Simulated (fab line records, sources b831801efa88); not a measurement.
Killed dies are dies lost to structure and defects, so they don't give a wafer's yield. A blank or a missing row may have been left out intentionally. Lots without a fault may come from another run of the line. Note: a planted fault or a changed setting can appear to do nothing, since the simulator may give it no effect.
Problem report, 8D (eight disciplines) form, completed by code	flow gf180mcu	the parts of the form that need people (team, actions taken, sign-off) are left out

## 1. PROBLEM STATEMENT
Across 6 wafers from 2 lots, MVPSD_TW at GF_MVPSD_TW_MEAS_11 averages 1618, while fault-free wafers read 555 with a standard deviation of 7.7. So: +99 or more standard deviations from the usual mean.
First seen on wafer L430.1, day 6 12:31, on film_metro-01. Wafers with a number at this step in the record: 39, from 13 lots. The rule behind "out" and "out of limits": a value lying over 4 standard deviations away from the usual mean. The rest of the wafers with a number are treated as sound.

## 2. WHAT THIS IS AND IS NOT
question	is	is not
which readings at this step	MVPSD_TW	-
which lots	L430, L431	L424, L425, L427, L428, L429, L434, L439, L441, L443, L444, L445
which wafers of those lots	all that have a number	-
read on which gauges	film_metro-01, film_metro-04	film_metro-03
when	from day 6 12:31	up to then (15 sound wafers); but 18 sound wafers of L434, L439, L441, L443, L444, L445 came after

## 3. SUSPECTS, AND WHAT RULES EACH OUT
Counting: any tool at a process step up to the reading is kept as a suspect provided that every lot that is out went through it and no sound lot did after the first of them.
- ruled out: the gauge at GF_MVPSD_TW_MEAS_11. The wafers that are out were read on 2 gauges (film_metro-01, film_metro-04).
- litho_track-02 at GF_MVSD_COAT_02 (resist thk 3000 nm): ruled out as a lasting fault. The sound lots L434, L439, L443, L444 went through it after L430, its earliest lot that is out (day 5 12:49).
Left after counting: nothing in the record.

## 4. THE CAUSE (what the simulator had put in)
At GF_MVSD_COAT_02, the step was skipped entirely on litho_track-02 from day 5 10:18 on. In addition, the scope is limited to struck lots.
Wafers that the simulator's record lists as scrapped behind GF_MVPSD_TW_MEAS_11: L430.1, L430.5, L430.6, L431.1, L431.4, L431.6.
Counting ruled it out, wrongly: the rule takes a fault to strike every lot that its tool runs from its start on, and this one did not.

## 5. THE EFFECT CHAIN, in route order
Each row: a reading where the mean over the struck wafers with a number is more than 3 standard deviations away from the usual. Only readings for which the record gives a usual standard deviation are gone through. hours: the time from each lot's start at the first step in this table that gives one to its start at this step, as a median over the lots. sigmas: the change in usual standard deviations.
hours	step	reading	usual	on struck wafers	change	sigmas
0	GF_MVPSD_TW_MEAS_11	MVPSD_TW	555	1618	+1063	+99 or more
Readings that are blank on the struck wafers while sound wafers have them: chill_plate_temp_C at GF_MVSD_COAT_02; dispense_pressure_kPa at GF_MVSD_COAT_02; exhaust_pa at GF_MVSD_COAT_02; MVSD_OVL at GF_MVSD_OVL_MEAS_07.

## 6. HOW IT WOULD HAVE BEEN CAUGHT EARLIER
In this record the first reading out of limits at a measuring or inspecting step was taken at day 6 12:31, 26 hours after the fault began at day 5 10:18.
Between GF_MVSD_COAT_02 and GF_MVPSD_TW_MEAS_11, GF_MVSD_OVL_MEAS_07 gave no MVSD_OVL on the struck wafers, where sound wafers have one: a measuring or inspecting step that comes back empty is itself a sign.
At GF_MVSD_COAT_02 the tool's readings are blank on the struck wafers, where sound wafers have them: an empty tool record is the first sign, and it was there at once.
